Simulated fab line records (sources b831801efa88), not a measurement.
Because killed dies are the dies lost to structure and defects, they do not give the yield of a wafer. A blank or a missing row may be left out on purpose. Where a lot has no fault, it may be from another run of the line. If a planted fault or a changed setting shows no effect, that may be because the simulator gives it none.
Which tool is to blame? | flow sky130 | 33 wafers from 11 lots sampled at 6 of the route's 708 steps

## WHAT THE GAUGES SHOWED, per wafer
Not one reading of a measure or inspect step in the record can be checked against a usual standard deviation.

## WHICH TOOL RAN EACH LOT (tool, then ch and the chambers of the sampled wafers, then the start)
lot  | SKY_CONTACT_CVD_24            | SKY_METAL1_SPUTTER_02        | SKY_METAL1_SPUTTER_04        | SKY_METAL1_ETCH_18                | SKY_METAL1_STRIP_20                  | SKY_PAD_OPEN_PROBE_99
L758 | cvd w-02 ch 0,1, day 32 13:23 | pvd sputter-03, day 32 13:59 | pvd sputter-03, day 32 14:01 | rie metal-03 ch 0,1, day 33 17:10 | plasma asher-03 ch 0,1, day 33 17:19 | -
L759 | cvd w-01 ch 0,1, day 32 22:28 | pvd sputter-03, day 32 23:06 | pvd sputter-03, day 32 23:08 | rie metal-03 ch 1, day 34 01:43   | plasma asher-01 ch 0,1, day 34 02:02 | -
L760 | cvd w-02 ch 0,1, day 33 14:13 | pvd sputter-03, day 33 14:52 | pvd sputter-03, day 33 14:54 | rie metal-04 ch 0,1, day 34 17:26 | plasma asher-04 ch 0,1, day 34 17:35 | -
L761 | cvd w-02 ch 0,1, day 34 02:04 | pvd sputter-01, day 34 02:42 | pvd sputter-01, day 34 02:44 | rie metal-03 ch 0,1, day 35 05:02 | plasma asher-01 ch 0,1, day 35 05:11 | -
L764 | cvd w-02 ch 0,1, day 34 07:05 | pvd sputter-03, day 34 07:44 | pvd sputter-03, day 34 07:46 | rie metal-03 ch 0,1, day 35 09:23 | plasma asher-03 ch 0,1, day 35 09:32 | prober-02, day 47 20:54
L768 | cvd w-01 ch 0,1, day 35 13:01 | pvd sputter-01, day 35 13:40 | pvd sputter-01, day 35 13:42 | rie metal-03 ch 0,1, day 36 15:47 | plasma asher-03 ch 0,1, day 36 15:56 | prober-02, day 48 14:57
L769 | cvd w-02 ch 0,1, day 35 19:20 | pvd sputter-04, day 35 19:58 | pvd sputter-04, day 35 20:01 | rie metal-03 ch 0, day 36 22:10   | plasma asher-01 ch 0,1, day 36 22:29 | prober-01, day 48 21:31
L773 | cvd w-01 ch 1, day 37 18:43   | pvd sputter-01, day 37 19:21 | pvd sputter-01, day 37 19:24 | rie metal-01 ch 0,1, day 38 20:55 | plasma asher-04 ch 0,1, day 38 21:05 | prober-02, day 50 04:19
L774 | cvd w-02 ch 0,1, day 37 21:20 | pvd sputter-01, day 37 21:58 | pvd sputter-01, day 37 22:01 | rie metal-04 ch 0,1, day 38 23:08 | plasma asher-03 ch 0,1, day 38 23:17 | prober-02, day 50 06:29
L777 | cvd w-01 ch 0,1, day 38 08:22 | pvd sputter-04, day 38 08:58 | pvd sputter-04, day 38 09:01 | rie metal-01 ch 0,1, day 39 10:04 | plasma asher-01 ch 0,1, day 39 10:14 | -
L778 | cvd w-01 ch 0,1, day 38 16:23 | pvd sputter-01, day 38 17:02 | pvd sputter-01, day 38 17:04 | rie metal-01 ch 0,1, day 39 17:50 | plasma asher-03 ch 0,1, day 39 17:59 | -
- SKY_CONTACT_CVD_24: deposits W, target thk 340 nm, time 102.12 s.
- SKY_METAL1_SPUTTER_02: material AlCu, target thk 250 nm, time 13.3 s.
- SKY_METAL1_SPUTTER_04: material TiN, target thk 70 nm, time 58.3 s.
- SKY_METAL1_ETCH_18: etches BARC in N2/H2, stops on SiO2, time 45.9 s, target depth 60 nm.
- SKY_METAL1_STRIP_20: strips in O2/N2.
- SKY_PAD_OPEN_PROBE_99

## AS READ BY THE TOOLS THEMSELVES (means over the sampled wafers that have a number; for cases with no such wafer, the mark the record gives instead)
SKY_CONTACT_CVD_24.
lot  | tool     | heater power w (W)
L758 | cvd w-02 | 886
L759 | cvd w-01 | 820
L760 | cvd w-02 | 939
L761 | cvd w-02 | 925
L764 | cvd w-02 | 929
L768 | cvd w-01 | 830
L769 | cvd w-02 | 933
L773 | cvd w-01 | 906
L774 | cvd w-02 | 909
L777 | cvd w-01 | 832
L778 | cvd w-01 | 876

SKY_METAL1_SPUTTER_02.
lot  | tool           | chamber pressure pa (Pa) | throttle valve pct (%)
L758 | pvd sputter-03 | 0.4009                   | 28.6
L759 | pvd sputter-03 | 0.3998                   | 29.3
L760 | pvd sputter-03 | 0.4009                   | 29.6
L761 | pvd sputter-01 | 0.3992                   | 30.2
L764 | pvd sputter-03 | 0.4002                   | 29.7
L768 | pvd sputter-01 | 0.3997                   | 30.2
L769 | pvd sputter-04 | 0.4000                   | 29.3
L773 | pvd sputter-01 | 0.4006                   | 29.9
L774 | pvd sputter-01 | 0.4003                   | 30.0
L777 | pvd sputter-04 | 0.4000                   | 29.5
L778 | pvd sputter-01 | 0.3994                   | 30.5

SKY_METAL1_SPUTTER_04.
lot  | tool           | chamber pressure pa (Pa) | throttle valve pct (%)
L758 | pvd sputter-03 | 0.4001                   | 28.8
L759 | pvd sputter-03 | 0.3993                   | 29.7
L760 | pvd sputter-03 | 0.3992                   | 29.5
L761 | pvd sputter-01 | 0.3998                   | 30.2
L764 | pvd sputter-03 | 0.4001                   | 29.6
L768 | pvd sputter-01 | 0.4000                   | 30.1
L769 | pvd sputter-04 | 0.4002                   | 29.5
L773 | pvd sputter-01 | 0.4010                   | 29.8
L774 | pvd sputter-01 | 0.4001                   | 30.0
L777 | pvd sputter-04 | 0.3997                   | 29.5
L778 | pvd sputter-01 | 0.3991                   | 30.4

SKY_METAL1_ETCH_18.
lot  | tool         | drypump motor current A (A) | oes product au (a.u.) | rf fwd power W (W) | throttle valve pct (%)
L758 | rie metal-03 | 5.91                        | 0.854                 | 494.8              | 13.230
L759 | rie metal-03 | 5.79                        | 0.854                 | 495.1              | 13.224
L760 | rie metal-04 | 5.96                        | 0.858                 | 495.0              | 13.236
L761 | rie metal-03 | 5.89                        | 0.853                 | 495.9              | 13.216
L764 | rie metal-03 | 5.86                        | 0.859                 | 492.4              | 13.221
L768 | rie metal-03 | 5.94                        | 0.858                 | 697.7              | 13.216
L769 | rie metal-03 | 6.02                        | 0.855                 | 693.7              | 13.223
L773 | rie metal-01 | 5.42                        | 0.855                 | 494.2              | 13.224
L774 | rie metal-04 | 5.96                        | 0.855                 | 495.5              | 13.211
L777 | rie metal-01 | 5.41                        | 0.855                 | 496.2              | 13.229
L778 | rie metal-01 | 5.44                        | 0.849                 | 497.6              | 13.218

SKY_METAL1_STRIP_20.
lot  | tool            | drypump motor current A (A) | oes product au (a.u.) | strip time to endpoint s (s)
L758 | plasma asher-03 | 6.2                         | 0.337                 | 2.65
L759 | plasma asher-01 | 5.4                         | 0.338                 | 2.64
L760 | plasma asher-04 | 5.8                         | 0.344                 | 2.72
L761 | plasma asher-01 | 5.4                         | 0.344                 | 2.68
L764 | plasma asher-03 | 6.2                         | 0.341                 | 2.67
L768 | plasma asher-03 | 6.2                         | 0.337                 | 2.53
L769 | plasma asher-01 | 5.4                         | 0.342                 | 2.55
L773 | plasma asher-04 | 5.9                         | 0.342                 | 2.73
L774 | plasma asher-03 | 6.2                         | 0.342                 | 2.69
L777 | plasma asher-01 | 5.4                         | 0.343                 | 2.70
L778 | plasma asher-03 | 6.2                         | 0.340                 | 2.71

SKY_PAD_OPEN_PROBE_99.
lot  | tool      | defect limited yield (%) | killed_at_M0_to_M3 | killed_at_M4_up | killed at contacts | killed at front end | killed at other | killed dies | killed on rim | killed open | killed short | sort_bin_3_pad_short (%) | sort_bin_5_function (%) | sort_bin_6_memory (%) | sort n pass | sort yield pct (%)
L764 | prober-02 | 82.1                     | 48                 | 3.0             | 23                 | 14                  | 0.0             | 88          | 20            | 43          | 45           | 1.5                      | 10.2                    | 6.2                   | 404         | 82.1
L768 | prober-02 | 82.7                     | 41                 | 2.0             | 28                 | 13                  | 0.7             | 85          | 21            | 41          | 44           | 1.2                      | 10.8                    | 5.3                   | 407         | 82.7
L769 | prober-01 | 80.8                     | 51                 | 3.3             | 23                 | 18                  | 0.3             | 95          | 17            | 48          | 45           | 1.1                      | 11.4                    | 6.7                   | 397         | 80.8
L773 | prober-02 | 81.3                     | 46                 | 2.7             | 28                 | 15                  | 0.0             | 92          | 20            | 52          | 40           | 0.6                      | 11.5                    | 6.6                   | 400         | 81.3
L774 | prober-02 | 82.6                     | 49                 | 3.0             | 19                 | 14                  | 0.3             | 85          | 18            | 48          | 37           | 1.0                      | 9.9                     | 6.4                   | 407         | 82.6

## THE ANSWER, worked out from the rows above alone
Rule: usual is defined by the lots themselves. The widest of any qualifying gaps counts: lots, ordered by their means at a reading, are off when they make up no more than a third of the lots, leave a main group of 4 or more, and stand apart from it by 3 or more times the standard deviation of that group's means. The tables above print the reading to a certain number of digits; a main group whose means all agree to those digits is not used. Also off: a lot with no number at a reading for which 4 or more lots have one. Where the step has rows for the other lots, those lots are counted as sound. Order of review: gauges by route order, followed by the tools' own readings, for which a lot's mean as printed above is used. At the first step where some lot is off, the reading lying furthest off is the one used; lots without a number count as furthest.
Off: L768, L769 (SKY_METAL1_ETCH_18, rf fwd power W). The main group has a mean of 495.2 W with a standard deviation of 1.3.
If a tool, at that step or one of the process steps before it, ran each lot that is off and ran no sound lot following the first of them, it fits. One candidate fits, namely rie metal-03 at SKY_METAL1_ETCH_18. Its last sound lot is L764 (day 35 09:23), its first lot that is off L768 (day 36 15:47): a fault that began between those two fits.
The tool's own readings at SKY_METAL1_ETCH_18 bear it out: on the lots that are off they differ by more than 5 times the standard deviation of the sound lots' means. rf fwd power W reads 695.7 W there against 495.2 W on the sound lots.

## WHAT THE SIMULATOR HAD INSERTED
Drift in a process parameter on rie metal-03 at SKY_METAL1_ETCH_18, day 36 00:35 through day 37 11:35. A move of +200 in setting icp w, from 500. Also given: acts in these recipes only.
Struck lots among those shown: L768, L769. The rule given above showed the same thing.
